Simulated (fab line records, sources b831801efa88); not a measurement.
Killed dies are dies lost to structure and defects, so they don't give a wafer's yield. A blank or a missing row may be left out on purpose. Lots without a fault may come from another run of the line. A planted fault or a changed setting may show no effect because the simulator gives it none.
One fault seen from 2 desks | flow sky130 | each desk has only its own numbers; what lay behind them comes last

THE METROLOGY DESK
What the gauges read, lot by lot, whatever tool the lot ran on: means of the sampled wafers that have a number. A lot is out of limits, marked OUT, if its mean lies more than 4 standard deviations from the usual mean; the brackets give that distance.
Columns: A = SONOS_TUNNEL_OVL at SKY_SONOS_TUNNEL_OVL_MEAS_08, usual -0.2 nm; B = GATE_OXIDE_OXIDATION_00_THK at SKY_GATE_OXIDE_THK_MEAS_02, usual 10.12 nm
lot  | first seen here | A    | B
L468 | day 11 09:25    | -1.7 | 10.11
L469 | day 11 16:49    | 2.2  | 10.03
L471 | day 12 03:52    | 1.1  | 9.93
L472 | day 12 13:54    | -2.7 | 10.37
L473 | day 13 00:49    | -0.3 | 9.95
L474 | day 13 09:50    | 0.3  | 10.41
L475 | day 13 22:57    | 0.4  | 10.47
L483 | day 16 16:33    | 0.8  | 10.06
L484 | day 16 17:21    | 0.6  | 10.05
L485 | day 16 22:50    | -1.1 | 10.24
L486 | day 17 15:23    | -0.0 | 10.10
L487 | day 17 19:39    | -0.4 | 10.00
L488 | day 18 13:15    | 0.6  | 10.09
L491 | day 19 01:22    | -1.0 | 10.14
This desk's finding: nothing out of limits on any of the 14 lots.

THE TOOL OWNER'S DESK: furnace-01
The tool's own readings at SKY_GATE_OXIDE_OXIDATION_16 (stabilise 600 s, purge 300 s, target thk 3.57 nm): means of the sampled wafers that have a number, for each lot that ran on this tool. A lot is out of limits, marked OUT, if its mean lies more than 4 standard deviations from the usual mean; the brackets give that distance.
Columns: A = ox_temp_c at SKY_GATE_OXIDE_OXIDATION_16, usual 800.0 C; B = ox_temp_c_max at SKY_GATE_OXIDE_OXIDATION_16, usual 804.3; C = ramp_down_c_per_min at SKY_GATE_OXIDE_OXIDATION_16, usual 3.0000; D = zone_power_upper_pct at SKY_GATE_OXIDE_OXIDATION_16, usual 15.2 %
lot  | first seen here | A     | B     | C      | D
L471 | day 15 04:48    | 800.0 | 804.5 | 2.9997 | 15.8
L472 | day 15 04:48    | 800.2 | 803.9 | 3.0001 | 15.8
L475 | day 16 23:28    | 800.4 | 804.8 | 2.9998 | 15.9
L484 | day 19 20:52    | 800.0 | 804.0 | 3.0006 | 15.8
L483 | day 19 22:25    | 799.8 | 803.6 | 3.0003 | 15.9
L486 | day 20 14:33    | 800.0 | 804.5 | 2.9997 | 15.8
L487 | day 20 16:05    | 800.0 | 803.9 | 2.9995 | 15.8
L491 | day 21 23:24    | 799.0 | 802.7 | 3.0000 | 15.8
This desk's finding: nothing out of limits on any of the 8 lots.

PUT TOGETHER
The metrology desk saw nothing out of limits.
The tool owner's desk saw nothing out of limits.

WHAT THE SIMULATOR HAD PUT IN
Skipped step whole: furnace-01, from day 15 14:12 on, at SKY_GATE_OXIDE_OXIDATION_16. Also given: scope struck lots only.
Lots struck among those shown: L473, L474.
